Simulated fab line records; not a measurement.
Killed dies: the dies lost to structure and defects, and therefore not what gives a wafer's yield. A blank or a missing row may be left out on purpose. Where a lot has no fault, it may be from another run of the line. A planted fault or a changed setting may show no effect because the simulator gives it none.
A struck lot beside a sound one + flow sky130 + 16 out of 708 route steps
Sound: wafers L381.2, L381.4, L381.6. Struck: wafer L385.1 (L385.4, L385.5, from the same lot, were not struck and are left out); the cause is given at the end.
Order at every step that has rows: each side's tool, ch and its chambers, its first start. Under that, the readings that differ: sound wafers + struck wafers + difference of the means + sigmas: that difference in standard deviations of wafers without a fault.
alike: readings with means less than 2 such deviations apart, plus words and numbers identical on both sides. not compared: withheld readings, readings lacking a value on some wafer, bounds such as >300 that could conceal the same value, and numbers that have no deviation in the record and whose values overlap.
The two part at a step that has a row with sigmas, a row that says differs or no value, or rows on one side only. When numbers do not overlap yet have no deviation, they are printed without sigmas and do not part them. A reading missing from all wafers of one side parts the sides only when that side holds two or more wafers.

first, 3 steps without rows for these wafers: SKY_VIA1_EXPOSE_09 (exposes mask VIM, target cd 150 nm); SKY_VIA1_PEB_10; SKY_VIA1_DEVELOP_11 (develop time 60 s).
SKY_VIA1_CD_MEAS_12 targets a cd of 150 nm.
  sound on cdSem-01 at day 36 02:35; struck on cdSem-01 at day 37 03:29
  alike: cdNm
SKY_VIA1_OVL_MEAS_13:
  sound on overlay-02 at day 36 02:41; struck on overlay-01 at day 37 03:36
  alike: VIA1_OVL
SKY_VIA1_ETCH_14: etches BARC in N2/H2, stops on SiO2, time 45.9 s, target depth 60 nm.
  sound on rieDiel-04 ch 0,2,3, day 36 02:43; struck on rieDiel-02 ch 2, day 37 03:38
| reading         | sound             | struck | difference | sigmas |
|-----------------|-------------------|--------|------------|--------|
| rfFwdPowerW (W) | 494.9 494.6 494.3 | 499.2  | +4.6       | +3     |
  alike: biasW, drypumpMotorCurrentA, oesProductAu, throttleValvePct
  not compared: rfHoursCounterH
SKY_VIA1_ETCH_15: etches SiO2 in C4F8/O2/Ar, stops on TiN, target depth 351 nm, time 54 s.
  sound on rieDiel-04 ch 0,2,3, day 36 02:46; struck on rieDiel-02 ch 2, day 37 03:41
  alike: biasW, oesProductAu, rfFwdPowerW
  not compared: rfHoursCounterH
SKY_VIA1_STRIP_16: strips in O2/N2.
  sound on plasmaAsher-03 ch 0,1, day 36 02:49; struck on plasmaAsher-03 ch 1, day 37 03:43
| reading                  | sound             | struck | difference | sigmas |
|--------------------------|-------------------|--------|------------|--------|
| stripTimeToEndpointS (s) | 4.510 4.488 4.487 | 4.425  | -0.070     | -3     |
  alike: drypumpMotorCurrentA, oesProductAu
  not compared: rfHoursCounterH
then, 3 steps without rows for these wafers: SKY_VIA1_STRIP_17 (strips in post etch residue remover, time 1200 s); SKY_VIA1_CLEAN_18 (cleans in IPA, time 180 s); SKY_VIA1_CLEAN_19 (cleans in O3/DIW).
SKY_VIA1_SPUTTER_20: material TiN, target thk 20 nm, time 80 s.
  sound on pvdSputter-02 at day 36 03:29; struck on pvdSputter-02 at day 37 04:19
  alike: throttleValvePct
SKY_VIA1_CVD_21: deposits W, target thk 270 nm, time 80.902 s.
  sound on cvdW-01 ch 0, day 36 03:32; struck on cvdW-01 ch 0, day 37 04:23
| reading                           | sound             | struck | difference | sigmas |
|-----------------------------------|-------------------|--------|------------|--------|
| model.W_of_VIA1_CVD_21.thkNm (nm) | 272.4 270.5 272.9 | 258.9  | -13.0      |        |
  alike: heaterPowerW
SKY_VIA1_RS_MEAS_22: a four-point-probe measurement.
  sound on filmMetro-03 at day 36 03:39; struck on filmMetro-03 at day 37 04:28
| reading            | sound             | struck | difference | sigmas |
|--------------------|-------------------|--------|------------|--------|
| VIA1_W_RS (ohm/sq) | 0.423 0.426 0.422 | 0.446  | +0.022     | +5     |
SKY_VIA1_THK_MEAS_23: measures by xrf.
  sound on filmMetro-03 at day 36 03:46; struck on filmMetro-03 at day 37 04:35
| reading         | sound       | struck | difference | sigmas |
|-----------------|-------------|--------|------------|--------|
| VIA1_W_THK (nm) | 275 270 274 | 257    | -16        | -5     |
-- the record jumps here: 11 days lie between the struck wafers' starts before and after (it left off in module VIA1 and takes up again in module PAD_OPEN, whose first step shown is number 708 of the route) --
SKY_PAD_OPEN_PROBE_99:
  sound on prober-02 at day 47 11:56; struck on prober-02 at day 48 05:28
| reading       | sound | struck | difference | sigmas |
|---------------|-------|--------|------------|--------|
| killedAtOther | 1 0 0 | 2      | +2         | +3     |
  alike: defectLimitedYield, killed_at_M0_to_M3, killed_at_M4_up, killedAtContacts, killedAtFrontEnd, killedDies, killedOpen, killedShort, sort_bin_3_pad_short, sort_bin_5_function, sort_bin_6_memory, sortNPass, sortYieldPct

WHERE THEY PART
First at SKY_VIA1_ETCH_14; last, within this record, at SKY_PAD_OPEN_PROBE_99.

WHY: whatever the simulator had introduced
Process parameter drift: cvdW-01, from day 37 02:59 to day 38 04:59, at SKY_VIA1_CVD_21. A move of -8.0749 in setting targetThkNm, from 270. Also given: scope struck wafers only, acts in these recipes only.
